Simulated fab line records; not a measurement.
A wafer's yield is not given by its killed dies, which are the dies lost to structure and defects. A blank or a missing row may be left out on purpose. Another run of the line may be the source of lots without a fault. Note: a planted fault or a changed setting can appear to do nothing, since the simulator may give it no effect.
Which of the tools did it? / flow gf180mcu / 24 lots with 72 wafers sampled at 3 steps, on a route of 602 steps

WHAT THE GAUGES READ, wafer by wafer
GF_HV_LDD_OVL_MEAS_32. Usual: HV_LDD_02_OVL -0.2 nm, standard deviation 1.7.
lot=L074; measured=day 11 15:52; on=overlay-02; HV_LDD_02_OVL (nm)=-2.3 -2.5 0.3; flag=
lot=L075; measured=day 11 23:39; on=overlay-02; HV_LDD_02_OVL (nm)=-2.3 -2.6 -1.5; flag=
lot=L076; measured=day 12 07:13; on=overlay-01; HV_LDD_02_OVL (nm)=0.4 1.4 -1.0; flag=
lot=L077; measured=day 12 12:49; on=overlay-01; HV_LDD_02_OVL (nm)=0.2 -0.7 0.2; flag=
lot=L078; measured=day 13 01:10; on=overlay-02; HV_LDD_02_OVL (nm)=0.8 -1.5 1.2; flag=
lot=L079; measured=day 13 04:20; on=overlay-02; HV_LDD_02_OVL (nm)=2.1 -0.8 3.0; flag=
lot=L080; measured=day 13 15:06; on=overlay-01; HV_LDD_02_OVL (nm)=-1.5 -2.1 -0.5; flag=
lot=L081; measured=day 13 22:10; on=overlay-02; HV_LDD_02_OVL (nm)=-0.7 -3.5 -3.0; flag=
lot=L082; measured=day 14 06:52; on=overlay-01; HV_LDD_02_OVL (nm)=1.0 1.2 -0.1; flag=
lot=L083; measured=day 14 13:48; on=overlay-01; HV_LDD_02_OVL (nm)=0.7 0.4 2.0; flag=
lot=L084; measured=day 14 19:10; on=overlay-01; HV_LDD_02_OVL (nm)=2.6 2.0 0.4; flag=
lot=L085; measured=day 15 01:03; on=overlay-01; HV_LDD_02_OVL (nm)=0.3 -0.8 0.7; flag=
lot=L086; measured=day 15 12:11; on=overlay-02; HV_LDD_02_OVL (nm)=-1.8 -2.0 -1.4; flag=
lot=L087; measured=day 15 17:20; on=overlay-02; HV_LDD_02_OVL (nm)=1.9 1.7 0.7; flag=
lot=L088; measured=day 16 03:04; on=overlay-02; HV_LDD_02_OVL (nm)=-1.0 -0.9 -0.9; flag=
lot=L089; measured=day 16 23:50; on=overlay-02; HV_LDD_02_OVL (nm)=2.6 3.0 2.5; flag=
lot=L090; measured=day 17 00:18; on=overlay-02; HV_LDD_02_OVL (nm)=1.3 2.4 0.4; flag=
lot=L091; measured=day 17 15:04; on=overlay-01; HV_LDD_02_OVL (nm)=-2.2 -1.2 -4.2; flag=
lot=L092; measured=day 17 15:22; on=overlay-02; HV_LDD_02_OVL (nm)=-2.9 -0.4 -3.6; flag=
lot=L093; measured=day 18 09:10; on=overlay-01; HV_LDD_02_OVL (nm)=1.4 -0.5 -0.8; flag=
lot=L094; measured=day 18 09:28; on=overlay-02; HV_LDD_02_OVL (nm)=-2.7 -2.6 -3.9; flag=
lot=L095; measured=day 18 19:46; on=overlay-02; HV_LDD_02_OVL (nm)=1.7 0.5 -0.1; flag=
lot=L096; measured=day 18 20:14; on=overlay-01; HV_LDD_02_OVL (nm)=-1.0 0.2 -0.3; flag=
lot=L097; measured=day 19 13:00; on=overlay-02; HV_LDD_02_OVL (nm)=-0.3 -1.3 -2.6; flag=

GF_M5_CD_MEAS_07: the cd target is 280 nm. Usual: cdNm 280.1 nm, standard deviation 1.4.
lot=L074; measured=day 26 07:11; on=cdSem-02; cdNm (nm)=281.1 280.8 282.7; flag=
lot=L075; measured=day 26 13:46; on=cdSem-01; cdNm (nm)=280.8 280.6 282.1; flag=
lot=L076; measured=day 26 22:38; on=cdSem-02; cdNm (nm)=279.4 278.1 278.2; flag=
lot=L077; measured=day 27 02:29; on=cdSem-02; cdNm (nm)=282.8 281.8 282.0; flag=
lot=L078; measured=day 27 18:41; on=cdSem-01; cdNm (nm)=281.6 281.2 280.7; flag=
lot=L079; measured=day 27 19:23; on=cdSem-01; cdNm (nm)=281.0 280.8 280.1; flag=
lot=L080; measured=day 28 02:50; on=cdSem-01; cdNm (nm)=282.1 279.9 281.8; flag=
lot=L081; measured=day 28 16:26; on=cdSem-02; cdNm (nm)=279.3 279.5 279.9; flag=
lot=L082; measured=day 28 19:13; on=cdSem-01; cdNm (nm)=280.9 279.5 280.4; flag=
lot=L083; measured=day 29 00:55; on=cdSem-02; cdNm (nm)=281.8 282.2 281.4; flag=
lot=L084; measured=day 29 08:34; on=cdSem-01; cdNm (nm)=279.4 278.9 279.3; flag=
lot=L085; measured=day 29 15:58; on=cdSem-02; cdNm (nm)=279.6 278.3 280.2; flag=
lot=L086; measured=day 30 04:44; on=cdSem-02; cdNm (nm)=279.6 281.2 280.0; flag=
lot=L087; measured=day 30 05:23; on=cdSem-01; cdNm (nm)=280.9 280.1 280.0; flag=
lot=L088; measured=day 30 10:29; on=cdSem-01; cdNm (nm)=279.2 278.7 280.4; flag=
lot=L089; measured=day 31 07:47; on=cdSem-01; cdNm (nm)=279.5 279.8 280.2; flag=
lot=L090; measured=day 31 09:26; on=cdSem-02; cdNm (nm)=280.5 280.7 280.8; flag=
lot=L091; measured=day 31 19:47; on=cdSem-01; cdNm (nm)=281.6 281.4 280.9; flag=
lot=L092; measured=day 31 22:37; on=cdSem-01; cdNm (nm)=278.2 278.4 277.3; flag=
lot=L093; measured=day 32 07:15; on=cdSem-01; cdNm (nm)=281.3 282.1 281.9; flag=
lot=L094; measured=day 32 08:25; on=cdSem-02; cdNm (nm)=278.8 278.2 278.5; flag=
lot=L095; measured=day 32 15:14; on=cdSem-02; cdNm (nm)=280.2 280.7 281.5; flag=
lot=L096; measured=day 32 18:16; on=cdSem-02; cdNm (nm)=278.4 278.8 279.7; flag=
lot=L097; measured=day 33 01:16; on=cdSem-02; cdNm (nm)=279.8 280.0 279.7; flag=

WHICH TOOL RAN EACH LOT (tool, then ch and the chambers of the sampled wafers, then the start)
lot=L074; GF_VT_IMPLANT_STRIP_42=plasmaAsher-04 ch 0, day 7 14:28
lot=L075; GF_VT_IMPLANT_STRIP_42=plasmaAsher-03 ch 0,1, day 7 21:23
lot=L076; GF_VT_IMPLANT_STRIP_42=plasmaAsher-02 ch 0,1, day 8 04:04
lot=L077; GF_VT_IMPLANT_STRIP_42=plasmaAsher-02 ch 0,1, day 8 08:53
lot=L078; GF_VT_IMPLANT_STRIP_42=plasmaAsher-03 ch 0,1, day 8 17:40
lot=L079; GF_VT_IMPLANT_STRIP_42=plasmaAsher-02 ch 0,1, day 8 23:32
lot=L080; GF_VT_IMPLANT_STRIP_42=plasmaAsher-04 ch 0,1, day 9 07:17
lot=L081; GF_VT_IMPLANT_STRIP_42=plasmaAsher-04 ch 0,1, day 9 13:01
lot=L082; GF_VT_IMPLANT_STRIP_42=plasmaAsher-04 ch 0,1, day 9 21:37
lot=L083; GF_VT_IMPLANT_STRIP_42=plasmaAsher-02 ch 0,1, day 10 02:55
lot=L084; GF_VT_IMPLANT_STRIP_42=plasmaAsher-02 ch 0,1, day 10 08:16
lot=L085; GF_VT_IMPLANT_STRIP_42=plasmaAsher-03 ch 0,1, day 10 14:58
lot=L086; GF_VT_IMPLANT_STRIP_42=plasmaAsher-03 ch 0,1, day 10 22:16
lot=L087; GF_VT_IMPLANT_STRIP_42=plasmaAsher-04 ch 0,1, day 11 05:29
lot=L088; GF_VT_IMPLANT_STRIP_42=plasmaAsher-03 ch 0,1, day 11 15:01
lot=L089; GF_VT_IMPLANT_STRIP_42=plasmaAsher-03 ch 0,1, day 11 21:00
lot=L090; GF_VT_IMPLANT_STRIP_42=plasmaAsher-03 ch 0,1, day 12 01:33
lot=L091; GF_VT_IMPLANT_STRIP_42=plasmaAsher-03 ch 0,1, day 12 14:41
lot=L092; GF_VT_IMPLANT_STRIP_42=plasmaAsher-03 ch 0, day 12 18:25
lot=L093; GF_VT_IMPLANT_STRIP_42=plasmaAsher-04 ch 0,1, day 13 01:37
lot=L094; GF_VT_IMPLANT_STRIP_42=plasmaAsher-04 ch 0, day 13 05:41
lot=L095; GF_VT_IMPLANT_STRIP_42=plasmaAsher-02 ch 0,1, day 13 12:49
lot=L096; GF_VT_IMPLANT_STRIP_42=plasmaAsher-02 ch 0,1, day 13 18:48
lot=L097; GF_VT_IMPLANT_STRIP_42=plasmaAsher-02 ch 0,1, day 13 23:34
- GF_VT_IMPLANT_STRIP_42: strips in O2/N2.

WHAT THE TOOLS THEMSELVES READ (means of the sampled wafers that have a number; where no wafer has one, the mark that the record gives instead)
GF_VT_IMPLANT_STRIP_42. Usual: drypumpMotorCurrentA 6.09 A, standard deviation 0.22; heaterPowerW 341 W, standard deviation 22; o2FlowSccm 3000 sccm, standard deviation 8.3; oesProductAu 0.716 a.u., standard deviation 0.0053; stripTimeToEndpointS 12.64 s, standard deviation 0.035.
lot=L074; tool=plasmaAsher-04; drypumpMotorCurrentA (A)=5.85; heaterPowerW (W)=346; o2FlowSccm (sccm)=3003; oesProductAu (a.u.)=0.719; stripTimeToEndpointS (s)=12.63; flag=
lot=L075; tool=plasmaAsher-03; drypumpMotorCurrentA (A)=5.97; heaterPowerW (W)=354; o2FlowSccm (sccm)=3004; oesProductAu (a.u.)=0.713; stripTimeToEndpointS (s)=12.60; flag=
lot=L076; tool=plasmaAsher-02; drypumpMotorCurrentA (A)=6.22; heaterPowerW (W)=333; o2FlowSccm (sccm)=2994; oesProductAu (a.u.)=0.720; stripTimeToEndpointS (s)=12.58; flag=
lot=L077; tool=plasmaAsher-02; drypumpMotorCurrentA (A)=6.15; heaterPowerW (W)=330; o2FlowSccm (sccm)=2999; oesProductAu (a.u.)=0.717; stripTimeToEndpointS (s)=12.57; flag=
lot=L078; tool=plasmaAsher-03; drypumpMotorCurrentA (A)=6.12; heaterPowerW (W)=369; o2FlowSccm (sccm)=2988; oesProductAu (a.u.)=0.709; stripTimeToEndpointS (s)=12.61; flag=
lot=L079; tool=plasmaAsher-02; drypumpMotorCurrentA (A)=6.17; heaterPowerW (W)=332; o2FlowSccm (sccm)=2999; oesProductAu (a.u.)=0.715; stripTimeToEndpointS (s)=12.65; flag=
lot=L080; tool=plasmaAsher-04; drypumpMotorCurrentA (A)=6.09; heaterPowerW (W)=326; o2FlowSccm (sccm)=3000; oesProductAu (a.u.)=0.710; stripTimeToEndpointS (s)=12.57; flag=
lot=L081; tool=plasmaAsher-04; drypumpMotorCurrentA (A)=6.09; heaterPowerW (W)=324; o2FlowSccm (sccm)=3011; oesProductAu (a.u.)=0.712; stripTimeToEndpointS (s)=12.66; flag=
lot=L082; tool=plasmaAsher-04; drypumpMotorCurrentA (A)=5.96; heaterPowerW (W)=340; o2FlowSccm (sccm)=3000; oesProductAu (a.u.)=0.718; stripTimeToEndpointS (s)=12.63; flag=
lot=L083; tool=plasmaAsher-02; drypumpMotorCurrentA (A)=6.20; heaterPowerW (W)=326; o2FlowSccm (sccm)=3009; oesProductAu (a.u.)=0.712; stripTimeToEndpointS (s)=12.67; flag=
lot=L084; tool=plasmaAsher-02; drypumpMotorCurrentA (A)=6.17; heaterPowerW (W)=338; o2FlowSccm (sccm)=2994; oesProductAu (a.u.)=0.714; stripTimeToEndpointS (s)=12.68; flag=
lot=L085; tool=plasmaAsher-03; drypumpMotorCurrentA (A)=6.13; heaterPowerW (W)=367; o2FlowSccm (sccm)=3001; oesProductAu (a.u.)=0.718; stripTimeToEndpointS (s)=12.63; flag=
lot=L086; tool=plasmaAsher-03; drypumpMotorCurrentA (A)=5.95; heaterPowerW (W)=351; o2FlowSccm (sccm)=2997; oesProductAu (a.u.)=0.707; stripTimeToEndpointS (s)=12.64; flag=
lot=L087; tool=plasmaAsher-04; drypumpMotorCurrentA (A)=5.98; heaterPowerW (W)=335; o2FlowSccm (sccm)=2998; oesProductAu (a.u.)=0.715; stripTimeToEndpointS (s)=12.66; flag=
lot=L088; tool=plasmaAsher-03; drypumpMotorCurrentA (A)=6.12; heaterPowerW (W)=362; o2FlowSccm (sccm)=3011; oesProductAu (a.u.)=0.715; stripTimeToEndpointS (s)=12.67; flag=
lot=L089; tool=plasmaAsher-03; drypumpMotorCurrentA (A)=6.10; heaterPowerW (W)=365; o2FlowSccm (sccm)=3002; oesProductAu (a.u.)=0.712; stripTimeToEndpointS (s)=12.67; flag=
lot=L090; tool=plasmaAsher-03; drypumpMotorCurrentA (A)=5.94; heaterPowerW (W)=354; o2FlowSccm (sccm)=3004; oesProductAu (a.u.)=0.713; stripTimeToEndpointS (s)=12.65; flag=
lot=L091; tool=plasmaAsher-03; drypumpMotorCurrentA (A)=5.93; heaterPowerW (W)=353; o2FlowSccm (sccm)=3001; oesProductAu (a.u.)=0.715; stripTimeToEndpointS (s)=12.64; flag=
lot=L092; tool=plasmaAsher-03; drypumpMotorCurrentA (A)=5.74; heaterPowerW (W)=335; o2FlowSccm (sccm)=2995; oesProductAu (a.u.)=0.718; stripTimeToEndpointS (s)=12.63; flag=
lot=L093; tool=plasmaAsher-04; drypumpMotorCurrentA (A)=5.98; heaterPowerW (W)=331; o2FlowSccm (sccm)=2989; oesProductAu (a.u.)=0.716; stripTimeToEndpointS (s)=12.61; flag=
lot=L094; tool=plasmaAsher-04; drypumpMotorCurrentA (A)=5.85; heaterPowerW (W)=349; o2FlowSccm (sccm)=3005; oesProductAu (a.u.)=0.716; stripTimeToEndpointS (s)=12.65; flag=
lot=L095; tool=plasmaAsher-02; drypumpMotorCurrentA (A)=6.24; heaterPowerW (W)=341; o2FlowSccm (sccm)=2998; oesProductAu (a.u.)=0.716; stripTimeToEndpointS (s)=12.64; flag=
lot=L096; tool=plasmaAsher-02; drypumpMotorCurrentA (A)=6.18; heaterPowerW (W)=328; o2FlowSccm (sccm)=3001; oesProductAu (a.u.)=0.715; stripTimeToEndpointS (s)=12.61; flag=
lot=L097; tool=plasmaAsher-02; drypumpMotorCurrentA (A)=6.18; heaterPowerW (W)=332; o2FlowSccm (sccm)=3009; oesProductAu (a.u.)=0.720; stripTimeToEndpointS (s)=12.67; flag=

THE ANSWER, worked out from the rows above alone
Rule: lot off if the mean of its wafers having a number is beyond 3 standard deviations from the usual mean. A lot without any number at a reading at which 4 lots or more have one is off too. Where the step has rows for the other lots, those lots are counted as sound. The gauges are gone through in route order, then the tools' own readings, and for those a lot's mean is taken as printed above. At the first step where some lot is off, the reading lying furthest off is the one used; lots without a number count as furthest.
None of the lots is off at any reading shown; this tells nothing.

WHAT HAD BEEN PUT IN BY THE SIMULATOR
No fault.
